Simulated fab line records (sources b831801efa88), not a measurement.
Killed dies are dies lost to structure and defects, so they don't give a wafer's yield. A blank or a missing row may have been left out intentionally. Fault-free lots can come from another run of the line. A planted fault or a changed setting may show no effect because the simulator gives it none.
fab line records ; flow sky130 ; part 1 of 2: steps 1 to 42 of 43
record: lots: 6; wafers: 18; last-day: 49
route steps=708 shown VIA3@585 METAL4@598 CAP2M@603 PAD_OPEN@708
lots that met no fault: from a run of the same line without faults
start-h: the number of hours between the record's first day and the start of the first shown wafer of the lot ; wait-h: hours from the lot's prior step to this one ; " unchanged from the row above ; L1.1+2: one row covering several wafers at once ; - value missing, or start not given ; * or withheld: withheld ; < > ~ a bound
route shown NAME@n: NAME is a module with steps in the file, n the number in the route of the first one ; usual: mean/standard deviation taken from wafers without a fault ; same: alike in all rows ; chamber/n: place in a boat ; sites: the reading at each site ; _std_site: the standard deviation of these ; _edge_site: outer sites' mean less inner sites' ; radius-mm: for every site, how far away it sits from the centre of the wafer ; mask NAME#n: copy n ; behind: the most recent tool/chamber to have shaped the wafer ; hold: why the lot was held/for how many hours/how that ended ; device: which transistor (n, p or np) failed to switch ; end of line: the tests these same wafers got at the end of their route ; a step with no rows: only its recipe ; killed: at the first sort, the dies lost to defects and structure; wafer yield is something else ; map: a wafer's dies, x killed, . not, _ none there
set.NAME: the run value of the setting; set.NAME@STEP: its run value at that earlier step ; model.NAME: the simulator's own value behind a step, which no gauge read
lots at selected steps of the route; one table per step, one row per wafer
services: from which hour (start-h, from the record's first day; less than 0 if before it) a tool's chamber was out of use, for how many hours, and why
== steps ==
step: SKY_VIA3_CD_MEAS_12
recipe: target-cd-nm: 200
usual: cd-nm: 200.8/1.3
lot.wafer;tool;chamber;start-h;wait-h;cd-nm
L955.2;cd-sem-01;-;939.32;-;199.2
L955.4;cd-sem-01;-;939.32;-;199.8
L955.6;cd-sem-01;-;939.32;-;199.6
L956.3;cd-sem-01;-;948.95;-;200.2
L956.4;cd-sem-01;-;948.95;-;200.0
L956.5;cd-sem-01;-;948.95;-;200.2
L958.2;cd-sem-02;-;957.14;-;198.8
L958.3;cd-sem-02;-;957.14;-;199.5
L958.6;cd-sem-02;-;957.14;-;201.6
L968.3;cd-sem-02;-;1049.30;-;200.4
L968.4;cd-sem-02;-;1049.30;-;202.1
L968.5;cd-sem-02;-;1049.30;-;201.0
L970.1;cd-sem-02;-;1054.82;-;203.2
L970.2;cd-sem-02;-;1054.82;-;202.7
L970.6;cd-sem-02;-;1054.82;-;204.3
L972.1;cd-sem-02;-;1059.17;-;201.3
L972.5;cd-sem-02;-;1059.17;-;201.0
L972.6;cd-sem-02;-;1059.17;-;200.3
step: SKY_VIA3_OVL_MEAS_13
usual: VIA3_OVL: -4/5.5
lot.wafer;tool;chamber;start-h;wait-h;VIA3_OVL[nm]
L955.2;overlay-01;-;939.42;0.1;2
L955.4;overlay-01;-;939.42;0.1;7
L955.6;overlay-01;-;939.42;0.1;2
L956.3;overlay-02;-;949.04;0.1;-4
L956.4;overlay-02;-;949.04;0.1;-16
L956.5;overlay-02;-;949.04;0.1;-1
L958.2;overlay-02;-;957.25;0.1;-10
L958.3;overlay-02;-;957.25;0.1;-3
L958.6;overlay-02;-;957.25;0.1;-8
L968.3;overlay-02;-;1049.39;0.1;-6
L968.4;overlay-02;-;1049.39;0.1;-10
L968.5;overlay-02;-;1049.39;0.1;-2
L970.1;overlay-01;-;1054.94;0.1;-14
L970.2;overlay-01;-;1054.94;0.1;-8
L970.6;overlay-01;-;1054.94;0.1;-8
L972.1;overlay-02;-;1059.29;0.1;-5
L972.5;overlay-02;-;1059.29;0.1;-5
L972.6;overlay-02;-;1059.29;0.1;2
step: SKY_VIA3_ETCH_14
recipe: chemistry: N2/H2; target: BARC; ion-energy-ev: 200; source-w: 500; bias-w: 100; pressure-mtorr: 30; n2-flow-sccm: 100; h2-flow-sccm: 200; stop-on: SiO2; time-s: 45.9; target-depth-a: 600
step: SKY_VIA3_ETCH_15
recipe: target: SiO2; chemistry: C4F8/O2/Ar; target-depth-nm: 507; stop-on: TiN; mask-material: KrF-thick; source-w: 1500; bias-w: 1200; pressure-mtorr: 40; c4f8-flow-sccm: withheld; O2_flow_sccm: 6; Ar_flow_sccm: 300; time-s: 78
usual: oes-product-au: 0.946/0.0048
lot.wafer;tool;chamber;start-h;wait-h;oes-product-au
L955.2;rie-diel-02;2;939.49;0.0;0.946
L955.4;rie-diel-02;3;939.49;0.0;0.945
L955.6;rie-diel-02;1;939.49;0.0;0.949
L956.3;rie-diel-01;2;949.11;0.0;0.942
L956.4;rie-diel-01;1;949.11;0.0;0.951
L956.5;rie-diel-01;0;949.11;0.0;0.948
L958.2;rie-diel-03;2;957.32;0.0;0.939
L958.3;rie-diel-03;3;957.32;0.0;0.936
L958.6;rie-diel-03;3;957.32;0.0;0.949
L968.3;rie-diel-01;1;1049.46;0.0;0.941
L968.4;rie-diel-01;3;1049.46;0.0;0.941
L968.5;rie-diel-01;0;1049.46;0.0;0.943
L970.1;rie-diel-02;2;1055.02;0.0;0.936
L970.2;rie-diel-02;1;1055.02;0.0;0.951
L970.6;rie-diel-02;3;1055.02;0.0;0.943
L972.1;rie-diel-03;2;1059.37;0.0;0.937
L972.5;rie-diel-03;2;1059.37;0.0;0.946
L972.6;rie-diel-03;3;1059.37;0.0;0.942
step: SKY_VIA3_STRIP_16
recipe: chemistry: O2/N2; power-w: 1400; pressure-mtorr: 1500; platen-temp-c: withheld; o2-flow-sccm: 3000; n2-flow-sccm: 300; overash-fraction: 0.5
step: SKY_VIA3_STRIP_17
recipe: chemistry: post-etch-residue-remover; time-s: 1200; temp-c: 72.5
step: SKY_VIA3_CLEAN_18
recipe: chemistry: IPA; time-s: 180; temp-c: 25
step: SKY_VIA3_CLEAN_19
recipe: chemistry: O3/DIW; dry: n2-spin
step: SKY_VIA3_SPUTTER_20
recipe: material: TiN; target-thk-nm: 20; chamber-pressure-pa: 5; power-w: 4000; time-s: 80
step: SKY_VIA3_CVD_21
recipe: material: W; target-thk-nm: 390; time-s: 117.31; temp-c: 400; pressure-torr: 40
step: SKY_VIA3_RS_MEAS_22
recipe: thk-meas-gauge: four-point-probe; reads: W_of_VIA3_CVD_21+TiN_of_VIA3_SPUTTER_20
usual: VIA3_W_RS: 0.292/0.003
lot.wafer;tool;chamber;start-h;wait-h;VIA3_W_RS[ohm/sq]
L955.2;film-metro-03;-;940.35;0.1;0.284
L955.4;film-metro-03;-;940.35;0.1;0.289
L955.6;film-metro-03;-;940.35;0.1;0.287
L956.3;film-metro-02;-;950.32;0.1;0.295
L956.4;film-metro-02;-;950.32;0.1;0.293
L956.5;film-metro-02;-;950.32;0.1;0.296
L958.2;film-metro-03;-;958.18;0.1;0.291
L958.3;film-metro-03;-;958.18;0.1;0.292
L958.6;film-metro-03;-;958.18;0.1;0.289
L968.3;film-metro-02;-;1050.34;0.1;0.291
L968.4;film-metro-02;-;1050.34;0.1;0.284
L968.5;film-metro-02;-;1050.34;0.1;0.291
L970.1;film-metro-02;-;1055.87;0.1;0.291
L970.2;film-metro-02;-;1055.87;0.1;0.291
L970.6;film-metro-02;-;1055.87;0.1;0.289
L972.1;film-metro-03;-;1060.24;0.1;0.286
L972.5;film-metro-03;-;1060.24;0.1;0.291
L972.6;film-metro-03;-;1060.24;0.1;0.287
step: SKY_VIA3_THK_MEAS_23
recipe: thk-meas-gauge: xrf; reads: W_of_VIA3_CVD_21
usual: VIA3_W_THK: 396/4.7
lot.wafer;tool;chamber;start-h;wait-h;VIA3_W_THK[nm]
L955.2;film-metro-03;-;940.46;0.1;403
L955.4;film-metro-03;-;940.46;0.1;396
L955.6;film-metro-03;-;940.46;0.1;400
L956.3;film-metro-02;-;950.42;0.1;393
L956.4;film-metro-02;-;950.42;0.1;396
L956.5;film-metro-02;-;950.42;0.1;393
L958.2;film-metro-03;-;958.29;0.1;395
L958.3;film-metro-03;-;958.29;0.1;392
L958.6;film-metro-03;-;958.29;0.1;396
L968.3;film-metro-02;-;1050.44;0.1;400
L968.4;film-metro-02;-;1050.44;0.1;410
L968.5;film-metro-02;-;1050.44;0.1;399
L970.1;film-metro-02;-;1055.99;0.1;399
L970.2;film-metro-02;-;1055.99;0.1;397
L970.6;film-metro-02;-;1055.99;0.1;402
L972.1;film-metro-03;-;1060.36;0.1;398
L972.5;film-metro-03;-;1060.36;0.1;398
L972.6;film-metro-03;-;1060.36;0.1;397
step: SKY_VIA3_CMP_24
recipe: stop-on: SiO2; t-overpolish-s: 20; down-force-psi: 3.5; platen-rpm: 60; target-thk-nm: 0; pad-velocity-m-s: 0.94248
usual: motor-current-A: 11.2/1; overpolish-run-s: 20.001/0.0092; retaining-ring-pressure-frac: 0.999/0.0047; time-to-endpoint-s: 95/3.7
lot.wafer;tool;chamber;start-h;wait-h;motor-current-A;overpolish-run-s;retaining-ring-pressure-frac;time-to-endpoint-s
L955.2;cmp-01;2;940.61;0.1;11.2;19.997;0.997;94
L955.4;cmp-01;3;940.61;0.1;11.0;20.009;1.003;96
L955.6;cmp-01;1;940.61;0.1;11.6;19.983;0.994;92
L956.3;cmp-02;1;950.46;0.0;9.0;19.989;1.005;97
L956.4;cmp-02;0;950.46;0.0;12.0;20.015;0.991;98
L956.5;cmp-02;2;950.46;0.0;12.2;20.008;0.998;90
L958.2;cmp-01;0;958.65;0.4;10.8;19.990;1.005;98
L958.3;cmp-01;1;958.65;0.4;11.6;19.990;1.004;94
L958.6;cmp-01;2;958.65;0.4;11.1;20.000;1.003;97
L968.4;cmp-01;0;1050.58;0.1;11.3;19.996;0.999;103
L968.3;cmp-01;1;1050.58;0.1;10.7;20.004;0.997;92
L968.5;cmp-01;3;1050.58;0.1;11.3;20.003;0.993;97
L970.1;cmp-01;3;1056.10;0.1;11.6;19.998;0.994;100
L970.2;cmp-01;1;1056.10;0.1;11.1;19.990;1.001;92
L970.6;cmp-01;3;1056.10;0.1;10.7;19.992;0.998;96
L972.1;cmp-02;1;1060.57;0.2;8.9;20.015;0.997;93
L972.6;cmp-02;2;1060.57;0.2;12.5;19.993;1.000;93
L972.5;cmp-02;3;1060.57;0.2;11.9;19.992;1.001;96
step: SKY_METAL4_SPUTTER_00
recipe: material: Ti; target-thk-nm: 15; power-w: 3000; time-s: 10; chamber-pressure-pa: 0.4
step: SKY_METAL4_SPUTTER_01
recipe: material: TiN; target-thk-nm: 20; power-w: 6500; time-s: 16.7; chamber-pressure-pa: 0.4
usual: throttle-valve-pct: 30.0/0.9
lot.wafer;tool;chamber;start-h;wait-h;throttle-valve-pct
L955.2;pvd-sputter-03;-;940.83;0.0;28.6
L955.4;pvd-sputter-03;-;940.83;0.0;29.1
L955.6;pvd-sputter-03;-;940.83;0.0;29.5
L956.3;pvd-sputter-03;-;950.79;0.0;31.1
L956.4;pvd-sputter-03;-;950.79;0.0;28.6
L956.5;pvd-sputter-03;-;950.79;0.0;28.9
L958.2;pvd-sputter-04;-;958.88;0.0;31.2
L958.3;pvd-sputter-04;-;958.88;0.0;30.3
L958.6;pvd-sputter-04;-;958.88;0.0;30.8
L968.3;pvd-sputter-01;-;1050.80;0.0;28.9
L968.4;pvd-sputter-01;-;1050.80;0.0;30.3
L968.5;pvd-sputter-01;-;1050.80;0.0;28.7
L970.1;pvd-sputter-01;-;1056.38;0.0;30.0
L970.2;pvd-sputter-01;-;1056.38;0.0;29.0
L970.6;pvd-sputter-01;-;1056.38;0.0;30.5
L972.1;pvd-sputter-03;-;1060.74;0.0;29.5
L972.5;pvd-sputter-03;-;1060.74;0.0;29.1
L972.6;pvd-sputter-03;-;1060.74;0.0;28.5
step: SKY_METAL4_SPUTTER_02
recipe: material: AlCu; target-thk-nm: 735; power-w: 10600; time-s: 39.1; chamber-pressure-pa: 0.4
step: SKY_METAL4_SPUTTER_03
recipe: material: Ti; target-thk-nm: 5; power-w: 3000; time-s: 3.3; chamber-pressure-pa: 0.4
step: SKY_METAL4_SPUTTER_04
recipe: material: TiN; target-thk-nm: 70; power-w: 6500; time-s: 58.3; chamber-pressure-pa: 0.4
usual: throttle-valve-pct: 30.0/0.88
lot.wafer;tool;chamber;start-h;wait-h;throttle-valve-pct
L955.2;pvd-sputter-03;-;940.91;0.0;28.5
L955.4;pvd-sputter-03;-;940.91;0.0;29.1
L955.6;pvd-sputter-03;-;940.91;0.0;29.7
L956.3;pvd-sputter-03;-;950.87;0.0;31.0
L956.4;pvd-sputter-03;-;950.87;0.0;28.5
L956.5;pvd-sputter-03;-;950.87;0.0;29.1
L958.2;pvd-sputter-04;-;958.96;0.0;31.3
L958.3;pvd-sputter-04;-;958.96;0.0;30.4
L958.6;pvd-sputter-04;-;958.96;0.0;30.8
L968.3;pvd-sputter-01;-;1050.88;0.0;29.3
L968.4;pvd-sputter-01;-;1050.88;0.0;30.5
L968.5;pvd-sputter-01;-;1050.88;0.0;28.6
L970.1;pvd-sputter-01;-;1056.46;0.0;29.8
L970.2;pvd-sputter-01;-;1056.46;0.0;28.7
L970.6;pvd-sputter-01;-;1056.46;0.0;30.5
L972.1;pvd-sputter-03;-;1060.82;0.0;29.2
L972.5;pvd-sputter-03;-;1060.82;0.0;29.2
L972.6;pvd-sputter-03;-;1060.82;0.0;28.7
step: SKY_CAP2M_CVD_00
recipe: material: SiO2; target-thk-nm: 15.5; temp-c: 400; time-s: withheld; rf-w: 450
step: SKY_CAP2M_THK_MEAS_01
recipe: reads: SiO2_of_CAP2M_CVD_00
usual: CAP2M_CVD_00_THK: 15.60/0.19
lot.wafer;tool;chamber;start-h;wait-h;CAP2M_CVD_00_THK[nm]
L955.2;film-metro-03;-;940.99;-;15.59
L955.4;film-metro-03;-;940.99;-;15.91
L955.6;film-metro-03;-;940.99;-;15.96
L956.3;film-metro-02;-;950.96;-;15.83
L956.4;film-metro-02;-;950.96;-;15.83
L956.5;film-metro-02;-;950.96;-;15.84
L958.2;film-metro-03;-;959.04;-;15.29
L958.3;film-metro-03;-;959.04;-;15.36
L958.6;film-metro-03;-;959.04;-;15.64
L968.3;film-metro-04;-;1050.97;-;15.39
L968.4;film-metro-04;-;1050.97;-;15.66
L968.5;film-metro-04;-;1050.97;-;15.40
L970.1;film-metro-03;-;1056.53;-;15.54
L970.2;film-metro-03;-;1056.53;-;15.77
L970.6;film-metro-03;-;1056.53;-;15.84
L972.1;film-metro-03;-;1060.89;-;15.47
L972.5;film-metro-03;-;1060.89;-;15.68
L972.6;film-metro-03;-;1060.89;-;15.66
step: SKY_CAP2M_SPUTTER_02
recipe: material: TiN; target-thk-nm: 200; temp-c: 300; power-w: 6500; time-s: 166.7; chamber-pressure-pa: 0.4
usual: throttle-valve-pct: 29.8/0.87
lot.wafer;tool;chamber;start-h;wait-h;throttle-valve-pct
L955.2;pvd-sputter-01;-;941.04;0.0;30.2
L955.4;pvd-sputter-01;-;941.04;0.0;28.5
L955.6;pvd-sputter-01;-;941.04;0.0;29.7
L956.3;pvd-sputter-01;-;951.00;0.0;30.2
L956.4;pvd-sputter-01;-;951.00;0.0;29.7
L956.5;pvd-sputter-01;-;951.00;0.0;29.0
L958.2;pvd-sputter-02;-;959.09;0.0;30.2
L958.3;pvd-sputter-02;-;959.09;0.0;30.7
L958.6;pvd-sputter-02;-;959.09;0.0;30.0
L968.3;pvd-sputter-03;-;1051.01;0.0;30.9
L968.4;pvd-sputter-03;-;1051.01;0.0;29.6
L968.5;pvd-sputter-03;-;1051.01;0.0;28.6
L970.1;pvd-sputter-02;-;1056.59;0.1;30.3
L970.2;pvd-sputter-02;-;1056.59;0.1;30.9
L970.6;pvd-sputter-02;-;1056.59;0.1;31.0
L972.1;pvd-sputter-01;-;1060.95;0.1;29.6
L972.5;pvd-sputter-01;-;1060.95;0.1;29.8
L972.6;pvd-sputter-01;-;1060.95;0.1;29.1
step: SKY_CAP2M_RS_MEAS_03
recipe: thk-meas-gauge: four-point-probe; reads: TiN_of_CAP2M_SPUTTER_02
usual: CAP2M_TIN_RS: 6.88/0.077
lot.wafer;tool;chamber;start-h;wait-h;CAP2M_TIN_RS[ohm/sq]
L955.2;film-metro-02;-;941.17;0.1;6.92
L955.4;film-metro-02;-;941.17;0.1;6.95
L955.6;film-metro-02;-;941.17;0.1;6.93
L956.3;film-metro-04;-;951.15;0.1;6.85
L956.4;film-metro-04;-;951.15;0.1;6.93
L956.5;film-metro-04;-;951.15;0.1;6.85
L958.2;film-metro-04;-;959.22;0.1;6.82
L958.3;film-metro-04;-;959.22;0.1;6.83
L958.6;film-metro-04;-;959.22;0.1;6.85
L968.3;film-metro-04;-;1051.18;0.1;6.84
L968.4;film-metro-04;-;1051.18;0.1;6.84
L968.5;film-metro-04;-;1051.18;0.1;6.91
L970.1;film-metro-02;-;1056.70;0.1;6.86
L970.2;film-metro-02;-;1056.70;0.1;6.92
L970.6;film-metro-02;-;1056.70;0.1;6.92
L972.1;film-metro-04;-;1061.06;0.1;6.77
L972.5;film-metro-04;-;1061.06;0.1;6.83
L972.6;film-metro-04;-;1061.06;0.1;6.70
step: SKY_CAP2M_THK_MEAS_04
recipe: thk-meas-gauge: xrf; reads: TiN_of_CAP2M_SPUTTER_02
usual: CAP2M_TIN_THK: 200.0/2.5
lot.wafer;tool;chamber;start-h;wait-h;CAP2M_TIN_THK[nm]
L955.2;film-metro-02;-;941.28;0.1;198.2
L955.4;film-metro-02;-;941.28;0.1;197.1
L955.6;film-metro-02;-;941.28;0.1;198.5
L956.3;film-metro-04;-;951.25;0.1;201.2
L956.4;film-metro-04;-;951.25;0.1;199.6
L956.5;film-metro-04;-;951.25;0.1;201.8
L958.2;film-metro-04;-;959.33;0.1;202.5
L958.3;film-metro-04;-;959.33;0.1;201.2
L958.6;film-metro-04;-;959.33;0.1;201.0
L968.3;film-metro-04;-;1051.28;0.1;200.6
L968.4;film-metro-04;-;1051.28;0.1;200.5
L968.5;film-metro-04;-;1051.28;0.1;199.1
L970.1;film-metro-02;-;1056.82;0.1;201.4
L970.2;film-metro-02;-;1056.82;0.1;198.5
L970.6;film-metro-02;-;1056.82;0.1;198.5
L972.1;film-metro-04;-;1061.18;0.1;203.7
L972.5;film-metro-04;-;1061.18;0.1;202.1
L972.6;film-metro-04;-;1061.18;0.1;205.3
step: SKY_CAP2M_DEHYDRATE_05
recipe: temp-c: 200; time-s: 60
step: SKY_CAP2M_HMDS_06
recipe: prime-time-s: 60; prime-temp-c: 120
step: SKY_CAP2M_COAT_07
recipe: resist: NOVOLAK; spin-rpm: 2931; resist-thk-nm: 1140
step: SKY_CAP2M_SOFTBAKE_08
recipe: temp-c: 90; time-s: 60; resist: NOVOLAK
step: SKY_CAP2M_EXPOSE_09
recipe: mask-id: CAP2M; na: 0.6; source-shape: conventional; sigma-outer: 0.6; polarization: unpolarized; target-cd-nm: 1000; dose-mj: 159
step: SKY_CAP2M_PEB_10
recipe: temp-c: withheld; time-s: *; resist: NOVOLAK
step: SKY_CAP2M_DEVELOP_11
recipe: resist: NOVOLAK; developer: TMAH; develop-time-s: 60; dev-temp-c: 23
step: SKY_CAP2M_OVL_MEAS_12
usual: CAP2M_OVL: -2.0/1.6
lot.wafer;tool;chamber;start-h;wait-h;CAP2M_OVL[nm]
L955.2;overlay-01;-;964.79;0.1;-1.1
L955.4;overlay-01;-;964.79;0.1;-2.6
L955.6;overlay-01;-;964.79;0.1;-2.5
L956.3;overlay-02;-;975.02;0.1;-2.4
L956.4;overlay-02;-;975.02;0.1;-3.7
L956.5;overlay-02;-;975.02;0.1;-2.3
L958.2;overlay-01;-;982.57;0.1;-3.8
L958.3;overlay-01;-;982.57;0.1;-2.0
L958.6;overlay-01;-;982.57;0.1;-0.5
L968.3;overlay-01;-;1072.42;0.1;-3.6
L968.4;overlay-01;-;1072.42;0.1;-3.9
L968.5;overlay-01;-;1072.42;0.1;-4.0
L970.1;overlay-02;-;1077.93;0.1;-3.0
L970.2;overlay-02;-;1077.93;0.1;-2.8
L970.6;overlay-02;-;1077.93;0.1;-2.5
L972.1;overlay-01;-;1082.16;0.1;-1.2
L972.5;overlay-01;-;1082.16;0.1;-5.1
L972.6;overlay-01;-;1082.16;0.1;-3.4
step: SKY_CAP2M_METAL_ETCH_13
recipe: target-depth-nm: 220; stop-on: SiO2; chemistry: Cl2/BCl3; target: TiN; pressure-mtorr: 10; icp-w: 900; bias-w: 48.5; Cl2_flow_sccm: 60; bcl3-flow-sccm: 30; time-s: 62.9
usual: drypump-motor-current-A: 5.86/0.24; oes-product-au: 0.944/0.008; throttle-valve-pct: 21.900/0.0089
lot.wafer;tool;chamber;start-h;wait-h;drypump-motor-current-A;oes-product-au;rf-hours-counter-h;throttle-valve-pct
L955.2;rie-metal-01;0;964.82;0.0;6.08;0.939;18;21.903
L955.4;rie-metal-01;1;964.82;0.0;5.40;0.939;-;21.906
L955.6;rie-metal-01;1;964.82;0.0;5.39;0.942;-;21.901
L956.3;rie-metal-04;0;975.07;0.0;6.13;0.946;-;21.895
L956.4;rie-metal-04;1;975.07;0.0;5.81;0.935;-;21.894
L956.5;rie-metal-04;1;975.07;0.0;5.80;0.945;-;21.893
L958.2;rie-metal-02;0;982.60;0.0;5.94;0.957;16;21.906
L958.3;rie-metal-02;0;982.60;0.0;5.90;0.946;-;21.889
L958.6;rie-metal-02;0;982.60;0.0;5.91;0.953;-;21.900
L968.3;rie-metal-04;1;1072.47;0.0;5.74;0.948;-;21.909
L968.4;rie-metal-04;0;1072.47;0.0;6.14;0.947;-;21.910
L968.5;rie-metal-04;1;1072.47;0.0;5.78;0.938;-;21.888
L970.1;rie-metal-02;0;1077.97;0.0;5.90;0.950;22;21.903
L970.2;rie-metal-02;1;1077.97;0.0;5.81;0.936;22;21.913
L970.6;rie-metal-02;0;1077.97;0.0;5.91;0.942;-;21.914
L972.1;rie-metal-01;1;1082.20;0.0;5.40;0.947;21;21.901
L972.5;rie-metal-01;0;1082.20;0.0;6.01;0.943;-;21.905
L972.6;rie-metal-01;1;1082.20;0.0;5.43;0.953;-;21.894
step: SKY_CAP2M_STRIP_14
recipe: chemistry: O2/N2; power-w: 1400; pressure-mtorr: 1500; platen-temp-c: withheld; o2-flow-sccm: 3000; n2-flow-sccm: 300; overash-fraction: 0.5
step: SKY_CAP2M_STRIP_15
recipe: chemistry: post-etch-residue-remover; time-s: 1200; temp-c: 72.5
step: SKY_CAP2M_CLEAN_16
recipe: chemistry: IPA; time-s: 180; temp-c: 25
step: SKY_CAP2M_CLEAN_17
recipe: chemistry: O3/DIW; dry: n2-spin
step: SKY_METAL4_DEHYDRATE_05
recipe: temp-c: 200; time-s: 60
step: SKY_METAL4_HMDS_06
recipe: prime-time-s: 60; prime-temp-c: 120
step: SKY_METAL4_COAT_07
recipe: resist: BARC; temp-c: withheld; time-s: withheld; spin-rpm: 3000; resist-thk-nm: 60
step: SKY_METAL4_COAT_08
recipe: resist: KrF-thick; spin-rpm: 3000; resist-thk-nm: 1140
step: SKY_METAL4_SOFTBAKE_09
recipe: temp-c: 100; time-s: 90; resist: KrF-thick
step: SKY_METAL4_EXPOSE_10
recipe: mask-id: MM4; na: 0.68; source-shape: annular; sigma-inner: 0.4; sigma-outer: 0.8; target-cd-nm: 300; dose-mj: 28
